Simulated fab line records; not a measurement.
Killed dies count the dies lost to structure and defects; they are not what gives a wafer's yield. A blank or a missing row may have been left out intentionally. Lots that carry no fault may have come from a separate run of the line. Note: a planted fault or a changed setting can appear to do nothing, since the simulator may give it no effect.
What tool caused it?	flow gf180mcu	39 wafers from 13 lots sampled at 5 of the route's 602 steps

## WHAT THE GAUGES SHOWED, per wafer
GF_VT_IMPLANT_RS_MEAS_46: uses a four-point probe to measure. Usual: MVSD_RS typically reads 456.6 ohm/sq, with standard deviation 1.
lot	measured	on	MVSD_RS (ohm/sq)	flag
L793	day 7 14:11	filmMetro-03	456.7 456.3 456.6	
L795	day 8 03:57	filmMetro-03	457.8 457.4 457.3	
L796	day 8 10:58	filmMetro-03	455.7 455.6 456.7	
L797	day 8 15:11	filmMetro-01	457.9 456.2 457.7	
L799	day 9 10:04	filmMetro-03	456.2 455.7 455.7	
L800	day 9 22:26	filmMetro-03	457.3 455.6 456.7	
L807	day 11 13:41	filmMetro-01	468.6 468.5 470.0	OFF
L810	day 12 11:05	filmMetro-01	471.5 472.0 471.2	OFF
L811	day 12 13:32	filmMetro-03	457.2 457.4 457.7	
L812	day 13 00:50	filmMetro-01	456.9 457.1 455.9	
L813	day 13 10:06	filmMetro-03	456.4 455.2 456.0	
L814	day 13 11:37	filmMetro-01	457.5 458.4 457.6	
L815	day 13 18:08	filmMetro-01	457.0 457.3 456.5	

GF_V1_OVL_MEAS_15. Usual: V1_OVL typically reads 2 nm, with standard deviation 5.3.
lot	measured	on	V1_OVL (nm)	flag
L793	day 18 06:19	overlay-01	-7 0 -6	
L795	day 19 01:20	overlay-01	8 7 8	
L796	day 19 09:47	overlay-02	1 4 3	
L797	day 19 17:29	overlay-01	-5 -2 -3	
L799	day 20 19:50	overlay-02	13 2 7	
L800	day 21 09:08	overlay-02	6 3 8	
L807	day 23 16:20	overlay-02	-3 2 4	
L810	day 24 12:38	overlay-02	-1 0 5	
L811	day 24 14:55	overlay-01	10 13 5	
L812	day 25 01:04	overlay-01	3 11 6	
L813	day 25 15:41	overlay-02	2 2 4	
L814	day 25 16:02	overlay-01	1 2 3	
L815	day 26 00:27	overlay-02	-5 4 -4	

## WHAT TOOL EACH LOT RAN ON (gives the tool, then ch and the chambers of the sampled wafers, and finally the start)
lot	GF_MVSD_IMPLANT_08	GF_MVSD_STRIP_10	GF_M1_SPUTTER_02
L793	implanter-04 ch 0, day 4 11:43	plasmaAsher-02 ch 0,1, day 4 12:01	pvdSputter-04, day 16 07:24
L795	implanter-04 ch 0, day 4 21:52	plasmaAsher-01 ch 0,1, day 4 22:10	pvdSputter-03, day 17 00:13
L796	implanter-01 ch 0, day 5 03:40	plasmaAsher-02 ch 0,1, day 5 03:58	pvdSputter-03, day 17 09:11
L797	implanter-01 ch 0, day 5 08:14	plasmaAsher-02 ch 0,1, day 5 08:31	pvdSputter-04, day 17 15:47
L799	implanter-02 ch 0, day 6 00:16	plasmaAsher-03 ch 0,1, day 6 00:34	pvdSputter-03, day 18 17:06
L800	implanter-04 ch 0, day 6 11:47	plasmaAsher-03 ch 0,1, day 6 12:03	pvdSputter-01, day 19 06:26
L807	implanter-04 ch 0, day 7 20:36	plasmaAsher-01 ch 0,1, day 7 20:54	pvdSputter-03, day 21 15:20
L810	implanter-04 ch 0, day 8 14:25	plasmaAsher-02 ch 0,1, day 8 14:43	pvdSputter-04, day 22 13:34
L811	implanter-02 ch 0, day 8 18:56	plasmaAsher-02 ch 0,1, day 8 19:12	pvdSputter-04, day 22 15:24
L812	implanter-02 ch 0, day 9 02:06	plasmaAsher-02 ch 0,1, day 9 02:24	pvdSputter-04, day 23 03:08
L813	implanter-02 ch 0, day 9 11:23	plasmaAsher-03 ch 0,1, day 9 11:40	pvdSputter-03, day 23 18:09
L814	implanter-01 ch 0, day 9 13:04	plasmaAsher-02 ch 0,1, day 9 13:22	pvdSputter-01, day 23 18:27
L815	implanter-01 ch 0, day 9 18:13	plasmaAsher-03 ch 0,1, day 9 18:29	pvdSputter-01, day 24 04:08
- GF_MVSD_IMPLANT_08
- GF_MVSD_STRIP_10: strips in O2/N2.
- GF_M1_SPUTTER_02: material AlCu, target thk 450 nm, time 23.9 s.

## AS READ BY THE TOOLS THEMSELVES (means over the sampled wafers that have a number; for cases with no such wafer, the mark the record gives instead)
GF_MVSD_IMPLANT_08. Usual: beamEnergyKeV 400.00, standard deviation 0.13.
lot	tool	beamEnergyKeV	flag
L793	implanter-04	399.94	
L795	implanter-04	399.92	
L796	implanter-01	399.76	
L797	implanter-01	400.20	
L799	implanter-02	400.01	
L800	implanter-04	399.99	
L807	implanter-04	339.21	OFF
L810	implanter-04	339.48	OFF
L811	implanter-02	400.07	
L812	implanter-02	399.86	
L813	implanter-02	400.14	
L814	implanter-01	400.03	
L815	implanter-01	399.98	

GF_MVSD_STRIP_10. Usual: drypumpMotorCurrentA 5.5 A, standard deviation 0.38; heaterPowerW 341 W, standard deviation 27; oesProductAu 0.728 a.u., standard deviation 0.0049; stripTimeToEndpointS 36.99 s, standard deviation 0.092.
lot	tool	drypumpMotorCurrentA (A)	heaterPowerW (W)	oesProductAu (a.u.)	stripTimeToEndpointS (s)	flag
L793	plasmaAsher-02	5.3	344	0.731	36.88	
L795	plasmaAsher-01	5.7	363	0.731	36.96	
L796	plasmaAsher-02	5.3	342	0.731	37.07	
L797	plasmaAsher-02	5.4	339	0.728	37.00	
L799	plasmaAsher-03	5.6	344	0.724	37.01	
L800	plasmaAsher-03	5.6	315	0.727	37.11	
L807	plasmaAsher-01	6.1	365	0.732	36.98	
L810	plasmaAsher-02	5.4	344	0.726	37.02	
L811	plasmaAsher-02	5.3	343	0.727	37.05	
L812	plasmaAsher-02	5.4	337	0.728	37.16	
L813	plasmaAsher-03	5.6	344	0.731	37.09	
L814	plasmaAsher-02	5.4	334	0.726	37.10	
L815	plasmaAsher-03	5.5	338	0.726	36.99	

GF_M1_SPUTTER_02. Usual: chamberPressurePa 0.3998 Pa, standard deviation 0.00071; throttleValvePct 30.0 %, standard deviation 1.
lot	tool	chamberPressurePa (Pa)	throttleValvePct (%)	flag
L793	pvdSputter-04	0.3999	30.2	
L795	pvdSputter-03	0.3996	30.5	
L796	pvdSputter-03	0.3997	30.0	
L797	pvdSputter-04	0.4000	29.9	
L799	pvdSputter-03	0.3996	29.8	
L800	pvdSputter-01	0.3988	30.4	
L807	pvdSputter-03	0.4001	28.8	
L810	pvdSputter-04	0.4001	29.9	
L811	pvdSputter-04	0.4000	30.0	
L812	pvdSputter-04	0.4003	30.4	
L813	pvdSputter-03	0.4003	30.6	
L814	pvdSputter-01	0.3998	30.5	
L815	pvdSputter-01	0.3991	30.3	

## THE ANSWER, worked out from the rows above alone
Rule: a lot counts as off when the mean over its wafers that have a number is more than 3 standard deviations away from the usual mean. Also off: a lot with no number at a reading for which 4 or more lots have one. Any other lot the step has rows for is counted as sound. First the gauges in route order, then the tools' own readings, where a lot's mean is used as printed above. The first step at which some lot is off is used, and at that step the reading that is off furthest; a lot without a number counts as furthest.
Off: at GF_VT_IMPLANT_RS_MEAS_46 (MVSD_RS), L807, L810.
If a tool, at a process step before that reading, ran all the lots that are off and no sound lot after the first of them, it fits. Not tried: the gauges at GF_VT_IMPLANT_RS_MEAS_46; whatever is off there is also off at GF_MVSD_IMPLANT_08, on other tools, and gauge error can't account for it. One candidate fits, namely implanter-04 at GF_MVSD_IMPLANT_08. Its last sound lot is L800 (day 6 11:47), its first lot that is off L807 (day 7 20:36): a fault that began between those two fits.
On the lots that are off, the tool's own readings at GF_MVSD_IMPLANT_08 differ by more than 5 times the standard deviation of the sound lots' means, which bears it out; beamEnergyKeV reads 339.35 there versus 399.99 on the sound lots.

## WHAT WAS PUT IN BY THE SIMULATOR
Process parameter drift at GF_MVSD_IMPLANT_08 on implanter-04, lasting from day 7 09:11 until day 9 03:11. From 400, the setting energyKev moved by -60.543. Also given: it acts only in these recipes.
Shown lots that were struck: L807, L810. This agrees with what the rule above found.
